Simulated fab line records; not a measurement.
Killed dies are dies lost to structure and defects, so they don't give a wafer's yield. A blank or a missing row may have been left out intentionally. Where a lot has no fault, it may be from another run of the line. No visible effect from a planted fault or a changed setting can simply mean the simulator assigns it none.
A struck lot beside a sound one	flow gf180mcu	13 out of 602 route steps
Sound: these wafers, L550.2, L550.3, L550.4. The struck wafers were L558.2, L558.3, L558.5. The cause is named last.
At each step with rows: each side's tool, then ch and its chambers, then its first start. Under that, the readings that differ: sound wafers	struck wafers	difference of the means	sigmas: that difference in standard deviations of wafers without a fault.
alike: same words and numbers on both sides, and readings whose means sit less than 2 such deviations apart. not compared: any withheld reading, any reading some wafer has no value for, any bound like >300 that may hide the same value, and any number with overlapping values for which the record gives no deviation.
Wherever a step has rows on one side only, a row that says differs or no value, or a row with sigmas, the two part there. Numbers that have no deviation but don't overlap get no sigmas and don't part them. A reading that every wafer of one side lacks parts them only if that side has two wafers or more.

GF_V1_CD_MEAS_14: the cd target is 260 nm.
  sound: cd_sem-01 at day 19 15:33; struck: cd_sem-01 at day 22 21:26
  alike: cd_nm
GF_V1_OVL_MEAS_15:
  sound: overlay-01 at day 19 15:40; struck: overlay-02 at day 22 21:32
reading	sound	struck	difference	sigmas
V1_OVL (nm)	17 13 16	-11 -7 -2	-22	-3
GF_V1_ETCH_16: etches BARC in N2/H2.
  sound on rie_diel-01 ch 1,2,3, day 19 15:41; struck on rie_diel-01 ch 1,3, day 22 21:34
  alike: drypump_motor_current_A, oes_product_au, throttle_valve_pct
then, 1 step without rows for these wafers: GF_V1_ETCH_17 (etches SiO2 in C4F8/O2/Ar, stops on TiN, target depth 630 nm).
GF_V1_STRIP_18: strips in O2/N2.
  sound on plasma_asher-04 ch 0,1, day 19 15:49; struck on plasma_asher-03 ch 0,1, day 22 21:41
reading	sound	struck	difference	sigmas
heater_power_w (W)	322 326 354	390 342 390	+40	+2
  alike: drypump_motor_current_A, oes_product_au, platen_temp_c
  not compared: rf_hours_counter_h
then, 2 steps without rows for these wafers: GF_V1_STRIP_19 (strips in post etch residue remover, time 1200 s); GF_V1_CLEAN_20 (cleans in DIW).
GF_V1_SPUTTER_21: material Ti, target thk 15 nm, time 80.02 s.
  sound: pvd_sputter-04 at day 19 16:21; struck: pvd_sputter-04 at day 22 22:14
  alike: throttle_valve_pct
GF_V1_SPUTTER_22: material TiN, target thk 10 nm, time 40 s.
  sound: pvd_sputter-04 at day 19 16:25; struck: pvd_sputter-04 at day 22 22:17
  alike: throttle_valve_pct
GF_V1_CVD_23: deposits W, target thk 350 nm, time 105.05 s.
  sound on cvd_w-02 ch 0,1, day 19 16:27; struck on cvd_w-02 ch 0,1, day 22 22:20
  alike: heater_power_outer_w, heater_power_w
GF_V1_RS_MEAS_24: uses a four-point probe to measure.
  sound: film_metro-03 at day 19 16:35; struck: film_metro-04 at day 22 22:28
  alike: V1_W_RS
GF_V1_THK_MEAS_25: measures by xrf.
  sound: film_metro-03 at day 19 16:42; struck: film_metro-04 at day 22 22:34
  alike: V1_W_THK
GF_V1_CMP_26: polishes, stops on SiO2, t overpolish 15.68 s, target thk 0 nm.
  sound on cmp-02 ch 0,1,2, day 19 17:00; struck on cmp-02 ch 1,3, day 22 22:40
  no value came back on the struck wafers for any of 6 readings (edge_zone_pressure_frac, head_pressure_psi (psi) and others); on the sound wafers edge_zone_pressure_frac reads 0.988 0.991 0.998
reading	sound	struck	difference	sigmas
model.W_of_V1_CVD_23.thk_nm (nm)	0 0 0	344.3 348.9 345.3	+346.2	
model.SiO2_of_V1_CVD_02.thk_nm (nm)	627.4 627.5 628.4	631.2 633.1 632.6	+4.5	

## WHERE THEY PART
Earliest at GF_V1_OVL_MEAS_15; latest, in this record, at GF_V1_CMP_26.

WHY: what the simulator had put in
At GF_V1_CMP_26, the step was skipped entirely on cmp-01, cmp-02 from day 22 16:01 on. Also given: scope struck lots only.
